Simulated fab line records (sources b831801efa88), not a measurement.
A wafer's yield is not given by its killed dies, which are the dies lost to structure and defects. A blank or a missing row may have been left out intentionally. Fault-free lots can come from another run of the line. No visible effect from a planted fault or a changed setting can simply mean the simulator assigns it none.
fab line records | flow gf180mcu
record lots=12 | wafers=36 | lastDay=34
route steps=602 shown STI@26 SALICIDE@281 V1@352 V2@385
lots that met no fault: taken from a fault-free run of the same line
startH: start of the lot's first displayed wafer, in hours after the record's first day | waitH: hours elapsed since this lot's preceding step | " same as the row above | L1.1+2: a single row standing in for several wafers | - no value present, or no start provided | * or withheld: withheld | < > ~ a bound
route shown NAME@n: a module of which the file shows steps, and the number in the route of the first | usual: the fault-free wafers' mean and standard deviation | same: alike in all rows | chamber/n: place in a boat | sites: each site's reading | _std_site: the standard deviation of these | _edge_site: the outer-site mean with the inner-site mean subtracted | radiusMm: for every site, how far away it sits from the centre of the wafer | mask NAME#n: copy n | behind: the most recent tool/chamber to have shaped the wafer | hold: cause of the lot's hold/its duration in hours/its outcome | device: which transistor (n, p or np) failed to switch | end of line: the same wafers' tests at the end of the route | a step without rows: its recipe alone | killed: not the wafer's yield, but the dies lost to structure and defects at the first sort | map: per-die view of a wafer (x killed, . not killed, _ where there is no die)
set.NAME: the setting as run; set.NAME@STEP: as run at that earlier step | model.NAME: the simulator's own value behind a step, which no gauge read
the route's steps for a sample of lots (tables are steps, rows are wafers)
services: when a tool's chamber went out of use (startH, in hours from the record's first day, below 0 if earlier), for how many hours, and the reason
## steps
# step GF_STI_CMP_25
# recipe stopOn=Si3N4 | tOverpolishS=33 | downForcePsi=4 | platenRpm=60 | targetThkNm=524.6 | padVelocityMS=0.94248
# usual edgeZonePressureFrac=1.000/0.0046 | motorCurrentA=12.3/1.1 | overpolishRunS=33.000/0.0088 | timeToEndpointS=119/4.9
lot.wafer | tool   | chamber | startH | waitH | edgeZonePressureFrac | motorCurrentA | overpolishRunS | timeToEndpointS
L583.2    | cmp-02 | 3       | 29.34  | 0.1   | 0.993                | 12.8          | 33.001         | 117
L583.4    | "      | 1       | "      | "     | 1.005                | 12.4          | 32.997         | 115
L583.5    | "      | 2       | "      | "     | 0.997                | 12.4          | 32.995         | 127
L587.1    | cmp-01 | 0       | 48.33  | 0.1   | 1.000                | 13.9          | 33.000         | 124
L587.3    | "      | 3       | "      | "     | 1.004                | 10.8          | 33.003         | 123
L587.6    | "      | 1       | "      | "     | 0.998                | 11.8          | 32.990         | 124
L588.2    | cmp-02 | 0       | 53.47  | 0.0   | 1.003                | 10.4          | 33.009         | 119
L588.3    | "      | 3       | "      | "     | 1.003                | 12.9          | 33.012         | 119
L588.5    | "      | 1       | "      | "     | 0.998                | 12.8          | 33.004         | 114
L589.2    | cmp-01 | 3       | 59.65  | 0.1   | 1.006                | 10.9          | 32.991         | 117
L589.4    | "      | 0       | "      | "     | 1.000                | 13.3          | 32.991         | 122
L589.5    | "      | 3       | "      | "     | 1.000                | 10.9          | 32.998         | 114
L590.4    | cmp-02 | 3       | 63.37  | 0.1   | 0.997                | 12.2          | 33.006         | 115
L590.1    | "      | 0       | "      | "     | 0.994                | 10.8          | 33.003         | 116
L590.3    | "      | 1       | "      | "     | 0.992                | 12.9          | 33.004         | 116
L592.3    | cmp-02 | 0       | 75.27  | 0.1   | 1.000                | 10.4          | 32.990         | 125
L592.1    | "      | 1       | "      | "     | 0.994                | 13.2          | 33.002         | 110
L592.6    | "      | 2       | "      | "     | 1.002                | 12.8          | 33.004         | 123
L599.3    | cmp-01 | 0       | 109.84 | 0.1   | 0.999                | 14.2          | 32.995         | 120
L599.1    | "      | 1       | "      | "     | 1.000                | 11.7          | 32.997         | 116
L599.5    | "      | 2       | "      | "     | 0.999                | 12.4          | 33.012         | 115
L600.3    | cmp-01 | 0       | 114.44 | 0.0   | 0.995                | 14.0          | 33.005         | 128
L600.2    | "      | 2       | "      | "     | 1.004                | 12.8          | 33.009         | 117
L600.6    | "      | 0       | "      | "     | 0.996                | 13.6          | 32.995         | 130
L601.3    | cmp-01 | 3       | 121.88 | 0.1   | 1.006                | 11.0          | 33.016         | 118
L601.6    | "      | 1       | "      | "     | 0.998                | 12.1          | 32.986         | 116
L601.5    | "      | 2       | "      | "     | 1.006                | 12.7          | 33.006         | 118
L603.1    | cmp-01 | 1       | 130.92 | 0.1   | 1.003                | 12.2          | 33.021         | 118
L603.2    | "      | 3       | "      | "     | 1.007                | 11.1          | 32.995         | 115
L603.5    | "      | 2       | "      | "     | 1.000                | 13.1          | 32.999         | 115
L604.4    | cmp-01 | 0       | 137.18 | 0.0   | 0.996                | 14.4          | 32.994         | 125
L604.3    | "      | 1       | "      | "     | 0.996                | 12.7          | 32.988         | 120
L604.5    | "      | 0       | "      | "     | 1.005                | 14.5          | 32.994         | 124
L606.2    | cmp-01 | 3       | 146.02 | 0.0   | 0.993                | 11.0          | 32.993         | 125
L606.4    | "      | 0       | "      | "     | 0.990                | 13.6          | 32.993         | 123
L606.1    | "      | 1       | "      | "     | 0.998                | 12.2          | 32.992         | 118
# step GF_SALICIDE_SPUTTER_03
# recipe material=TiN | targetThkNm=20 | powerW=6500 | timeS=16.7 | chamberPressurePa=0.4
# usual throttleValvePct=29.7/1
lot.wafer | tool          | chamber | startH | waitH | throttleValvePct
L583.2    | pvdSputter-03 | -       | 341.45 | 0.0   | 30.1
L583.4    | "             | -       | "      | "     | 30.1
L583.5    | "             | -       | "      | "     | 28.5
L587.1    | pvdSputter-01 | -       | 376.24 | 0.0   | 29.0
L587.3    | "             | -       | "      | "     | 31.9
L587.6    | "             | -       | "      | "     | 31.7
L588.2    | pvdSputter-03 | -       | 386.04 | 0.0   | 28.8
L588.3    | "             | -       | "      | "     | 29.2
L588.5    | "             | -       | "      | "     | 29.1
L589.2    | pvdSputter-03 | -       | 399.19 | 0.0   | 28.8
L589.4    | "             | -       | "      | "     | 29.2
L589.5    | "             | -       | "      | "     | 30.4
L590.1    | pvdSputter-01 | -       | 409.14 | 0.0   | 32.0
L590.3    | "             | -       | "      | "     | 30.3
L590.4    | "             | -       | "      | "     | 28.8
L592.1    | pvdSputter-03 | -       | 418.29 | 0.0   | 30.2
L592.3    | "             | -       | "      | "     | 29.4
L592.6    | "             | -       | "      | "     | 28.7
L599.1    | pvdSputter-01 | -       | 471.20 | 0.0   | 28.8
L599.3    | "             | -       | "      | "     | 32.0
L599.5    | "             | -       | "      | "     | 32.0
L600.2    | pvdSputter-01 | -       | 478.96 | 0.0   | 28.6
L600.3    | "             | -       | "      | "     | 28.9
L600.6    | "             | -       | "      | "     | 28.5
L601.3    | pvdSputter-03 | -       | 491.64 | 0.0   | 30.1
L601.5    | "             | -       | "      | "     | 28.6
L601.6    | "             | -       | "      | "     | 30.1
L603.1    | pvdSputter-03 | -       | 505.81 | 0.0   | 30.6
L603.2    | "             | -       | "      | "     | 28.7
L603.5    | "             | -       | "      | "     | 30.2
L604.3    | pvdSputter-02 | -       | 512.26 | 0.0   | 28.2
L604.4    | "             | -       | "      | "     | 29.9
L604.5    | "             | -       | "      | "     | 29.0
L606.1    | pvdSputter-02 | -       | 533.84 | 0.0   | 29.6
L606.2    | "             | -       | "      | "     | 29.5
L606.4    | "             | -       | "      | "     | 28.2
# step GF_SALICIDE_RS_MEAS_04
# recipe thkMeasGauge=four-point-probe | reads=TiN_of_SALICIDE_SPUTTER_03+Co_of_SALICIDE_SPUTTER_02
# usual SALICIDE_TIN_RS=16.2/0.39
lot.wafer | tool         | chamber | startH | waitH | SALICIDE_TIN_RS[ohm/sq]
L583.2    | filmMetro-03 | -       | 341.49 | 0.0   | 16.2
L583.4    | "            | -       | "      | "     | 15.5
L583.5    | "            | -       | "      | "     | 16.3
L587.1    | filmMetro-03 | -       | 376.27 | 0.0   | 15.8
L587.3    | "            | -       | "      | "     | 16.3
L587.6    | "            | -       | "      | "     | 16.0
L588.2    | filmMetro-04 | -       | 386.09 | 0.0   | 16.1
L588.3    | "            | -       | "      | "     | 16.0
L588.5    | "            | -       | "      | "     | 15.7
L589.2    | filmMetro-03 | -       | 399.24 | 0.0   | 16.5
L589.4    | "            | -       | "      | "     | 15.7
L589.5    | "            | -       | "      | "     | 16.3
L590.1    | filmMetro-04 | -       | 409.17 | 0.0   | 16.4
L590.3    | "            | -       | "      | "     | 17.1
L590.4    | "            | -       | "      | "     | 16.1
L592.1    | filmMetro-02 | -       | 418.31 | 0.0   | 16.3
L592.3    | "            | -       | "      | "     | 16.0
L592.6    | "            | -       | "      | "     | 16.6
L599.1    | filmMetro-03 | -       | 471.23 | 0.0   | 17.4
L599.3    | "            | -       | "      | "     | 18.0
L599.5    | "            | -       | "      | "     | 18.0
L600.2    | filmMetro-02 | -       | 479.00 | 0.0   | 18.1
L600.3    | "            | -       | "      | "     | 17.3
L600.6    | "            | -       | "      | "     | 17.8
L601.3    | filmMetro-04 | -       | 491.71 | 0.1   | 15.8
L601.5    | "            | -       | "      | "     | 16.6
L601.6    | "            | -       | "      | "     | 16.0
L603.1    | filmMetro-02 | -       | 505.83 | 0.0   | 16.5
L603.2    | "            | -       | "      | "     | 17.0
L603.5    | "            | -       | "      | "     | 16.4
L604.3    | filmMetro-02 | -       | 512.32 | 0.1   | 16.0
L604.4    | "            | -       | "      | "     | 15.7
L604.5    | "            | -       | "      | "     | 15.8
L606.1    | filmMetro-03 | -       | 533.86 | 0.0   | 15.9
L606.2    | "            | -       | "      | "     | 16.0
L606.4    | "            | -       | "      | "     | 16.2
# step GF_SALICIDE_THK_MEAS_05
# recipe thkMeasGauge=xrf | reads=TiN_of_SALICIDE_SPUTTER_03
# usual SALICIDE_TIN_THK=20.0/0.35
lot.wafer | tool         | chamber | startH | waitH | SALICIDE_TIN_THK[nm]
L583.2    | filmMetro-03 | -       | 341.60 | 0.1   | 19.7
L583.4    | "            | -       | "      | "     | 19.6
L583.5    | "            | -       | "      | "     | 19.5
L587.1    | filmMetro-03 | -       | 376.39 | 0.1   | 19.9
L587.3    | "            | -       | "      | "     | 20.4
L587.6    | "            | -       | "      | "     | 20.6
L588.2    | filmMetro-04 | -       | 386.20 | 0.1   | 20.0
L588.3    | "            | -       | "      | "     | 19.8
L588.5    | "            | -       | "      | "     | 19.7
L589.2    | filmMetro-03 | -       | 399.35 | 0.1   | 20.1
L589.4    | "            | -       | "      | "     | 19.8
L589.5    | "            | -       | "      | "     | 20.3
L590.1    | filmMetro-04 | -       | 409.29 | 0.1   | 20.7
L590.3    | "            | -       | "      | "     | 20.4
L590.4    | "            | -       | "      | "     | 20.0
L592.1    | filmMetro-02 | -       | 418.43 | 0.1   | 20.3
L592.3    | "            | -       | "      | "     | 19.7
L592.6    | "            | -       | "      | "     | 20.2
L599.1    | filmMetro-03 | -       | 471.35 | 0.1   | 15.3
L599.3    | "            | -       | "      | "     | 15.9
L599.5    | "            | -       | "      | "     | 16.1
L600.2    | filmMetro-02 | -       | 479.11 | 0.1   | 15.1
L600.3    | "            | -       | "      | "     | 15.5
L600.6    | "            | -       | "      | "     | 15.2
L601.3    | filmMetro-04 | -       | 491.81 | 0.1   | 20.1
L601.5    | "            | -       | "      | "     | 20.2
L601.6    | "            | -       | "      | "     | 20.1
L603.1    | filmMetro-02 | -       | 505.95 | 0.1   | 20.2
L603.2    | "            | -       | "      | "     | 20.1
L603.5    | "            | -       | "      | "     | 20.1
L604.3    | filmMetro-02 | -       | 512.42 | 0.1   | 19.4
L604.4    | "            | -       | "      | "     | 20.5
L604.5    | "            | -       | "      | "     | 19.7
L606.1    | filmMetro-03 | -       | 533.98 | 0.1   | 20.3
L606.2    | "            | -       | "      | "     | 19.7
L606.4    | "            | -       | "      | "     | 19.5
# step GF_V1_ETCH_17
# recipe chemistry=C4F8/O2/Ar | maskMaterial=KrF | target=SiO2 | stopOn=TiN | sourceW=1500 | biasW=1200 | pressureMtorr=40 | c4f8FlowSccm=withheld | O2_flow_sccm=6 | Ar_flow_sccm=300 | timeS=withheld | targetDepthA=6300
# usual oesProductAu=0.855/0.0048
lot.wafer | tool       | chamber | startH | waitH | oesProductAu
L583.2    | rieDiel-02 | 1       | -      | -     | 0.857
L583.4    | "          | 2       | "      | "     | 0.854
L583.5    | "          | 2       | "      | "     | 0.852
L587.1    | rieDiel-01 | 1       | -      | -     | 0.849
L587.3    | "          | 2       | "      | "     | 0.848
L587.6    | "          | 1       | "      | "     | 0.865
L588.2    | rieDiel-03 | 2       | -      | -     | 0.859
L588.3    | "          | 1       | "      | "     | 0.859
L588.5    | "          | 1       | "      | "     | 0.851
L589.2    | rieDiel-03 | 3       | -      | -     | 0.855
L589.4    | "          | 3       | "      | "     | 0.855
L589.5    | "          | 1       | "      | "     | 0.856
L590.1    | rieDiel-02 | 3       | -      | -     | 0.854
L590.3    | "          | 1       | "      | "     | 0.860
L590.4    | "          | 2       | "      | "     | 0.852
L592.1    | rieDiel-01 | 0       | -      | -     | 0.865
L592.3    | "          | 1       | "      | "     | 0.848
L592.6    | "          | 1       | "      | "     | 0.863
L599.1    | rieDiel-01 | 3       | -      | -     | 0.847
L599.3    | "          | 1       | "      | "     | 0.863
L599.5    | "          | 3       | "      | "     | 0.866
L600.2    | rieDiel-03 | 3       | -      | -     | 0.854
L600.3    | "          | 1       | "      | "     | 0.860
L600.6    | "          | 0       | "      | "     | 0.851
L601.3    | rieDiel-03 | 2       | -      | -     | 0.860
L601.5    | "          | 2       | "      | "     | 0.864
L601.6    | "          | 1       | "      | "     | 0.860
L603.1    | rieDiel-01 | 3       | -      | -     | 0.860
L603.2    | "          | 2       | "      | "     | 0.854
L603.5    | "          | 2       | "      | "     | 0.856
L604.3    | rieDiel-02 | 0       | -      | -     | 0.851
L604.4    | "          | 2       | "      | "     | 0.862
L604.5    | "          | 3       | "      | "     | 0.846
L606.1    | rieDiel-02 | 1       | -      | -     | 0.867
L606.2    | "          | 2       | "      | "     | 0.851
L606.4    | "          | 0       | "      | "     | 0.862
# step GF_V2_THK_MEAS_03
# recipe reads=SiO2_of_V2_CVD_02
# usual V2_CVD_02_THK=851/12
lot.wafer | tool         | chamber | startH | waitH | V2_CVD_02_THK[nm]
L583.2    | filmMetro-04 | -       | 439.69 | 0.0   | 851
L583.4    | "            | -       | "      | "     | 862
L583.5    | "            | -       | "      | "     | 855
L587.1    | filmMetro-01 | -       | 477.24 | 0.0   | 837
L587.3    | "            | -       | "      | "     | 832
L587.6    | "            | -       | "      | "     | 849
L588.2    | filmMetro-01 | -       | 488.18 | 0.0   | 858
L588.3    | "            | -       | "      | "     | 846
L588.5    | "            | -       | "      | "     | 865
L589.2    | filmMetro-01 | -       | 500.75 | 0.0   | 830
L589.4    | "            | -       | "      | "     | 868
L589.5    | "            | -       | "      | "     | 853
L590.1    | filmMetro-01 | -       | 511.29 | 0.0   | 860
L590.3    | "            | -       | "      | "     | 834
L590.4    | "            | -       | "      | "     | 863
L592.1    | filmMetro-04 | -       | 519.86 | 0.0   | 843
L592.3    | "            | -       | "      | "     | 838
L592.6    | "            | -       | "      | "     | 872
L599.1    | filmMetro-01 | -       | 568.17 | 0.0   | 847
L599.3    | "            | -       | "      | "     | 847
L599.5    | "            | -       | "      | "     | 861
L600.2    | filmMetro-03 | -       | 575.39 | 0.0   | 835
L600.3    | "            | -       | "      | "     | 834
L600.6    | "            | -       | "      | "     | 854
L601.3    | filmMetro-04 | -       | 588.55 | 0.1   | 861
L601.5    | "            | -       | "      | "     | 883
L601.6    | "            | -       | "      | "     | 874
L603.1    | filmMetro-01 | -       | 600.67 | 0.0   | 850
L603.2    | "            | -       | "      | "     | 847
L603.5    | "            | -       | "      | "     | 868
L604.3    | filmMetro-04 | -       | 608.01 | 0.1   | 849
L604.4    | "            | -       | "      | "     | 862
L604.5    | "            | -       | "      | "     | 872
L606.1    | filmMetro-01 | -       | 626.80 | 0.0   | 840
L606.2    | "            | -       | "      | "     | 858
L606.4    | "            | -       | "      | "     | 858
## services
tool          | chamber | startH | hours | kind
cmp-01        | -       | 14.15  | 0.4   | repair
cmp-02        | -       | 16.87  | 0.6   | repair
cmp-01        | -       | 24.27  | 5.6   | pm
rieDiel-02    | 2       | 25.07  | 6.9   | repair
cmp-01        | -       | 64.04  | 4.0   | pm
cmp-01        | -       | 92.74  | 1.9   | repair
cmp-01        | -       | 96.95  | 3.6   | repair
cmp-01        | -       | 98.14  | 1.2   | repair
cmp-01        | -       | 127.87 | 1.1   | repair
cmp-01        | -       | 224.67 | 0.9   | repair
cmp-01        | -       | 234.50 | 0.3   | repair
cmp-01        | -       | 266.63 | 3.7   | repair
cmp-01        | -       | 269.28 | 1.4   | repair
pvdSputter-03 | -       | 271.83 | 13.1  | repair
cmp-01        | -       | 307.36 | 2.1   | repair
cmp-01        | -       | 309.88 | 0.4   | repair
cmp-01        | -       | 322.45 | 1.6   | repair
cmp-01        | -       | 330.97 | 3.2   | repair
cmp-01        | -       | 337.39 | 5.4   | pm
cmp-01        | -       | 361.45 | 1.0   | repair
cmp-01        | -       | 371.01 | 1.1   | repair
cmp-01        | -       | 404.13 | 4.0   | pm
pvdSputter-03 | -       | 405.63 | 6.2   | repair
cmp-01        | -       | 485.75 | 0.5   | repair
## key
firstSign step=GF_SALICIDE_RS_MEAS_04 | reading=SALICIDE_TIN_RS | direction=up | sigmas=4 | usual=16.2 | struck=17.8
effect step=GF_SALICIDE_THK_MEAS_05 | reading=SALICIDE_TIN_THK | direction=down | sigmas=13 | usual=20.0 | struck=15.5
metAt GF_SALICIDE_SPUTTER_03
struckLots L599,L600
testerLeftOut L599,L600
notActingAt GF_STI_CMP_25,GF_V1_ETCH_17,GF_V2_THK_MEAS_03
onsetBetween 409.14 471.20
fault kind=processParameterDrift | tool=pvdSputter-01 | chamber=- | onsetH=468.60 | steps=GF_SALICIDE_SPUTTER_03 | channel=timeS | offset=* | shape=step | endH=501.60 | actsIn=* | stated=*
# testerLeftOut: of these lots the tester's yield and bins aren't shown, on N5 and GAA mostly nor the transistor test; their killed dies are dies lost to structure and defects alone, not to doping, threshold or leakage, so they don't give the yield
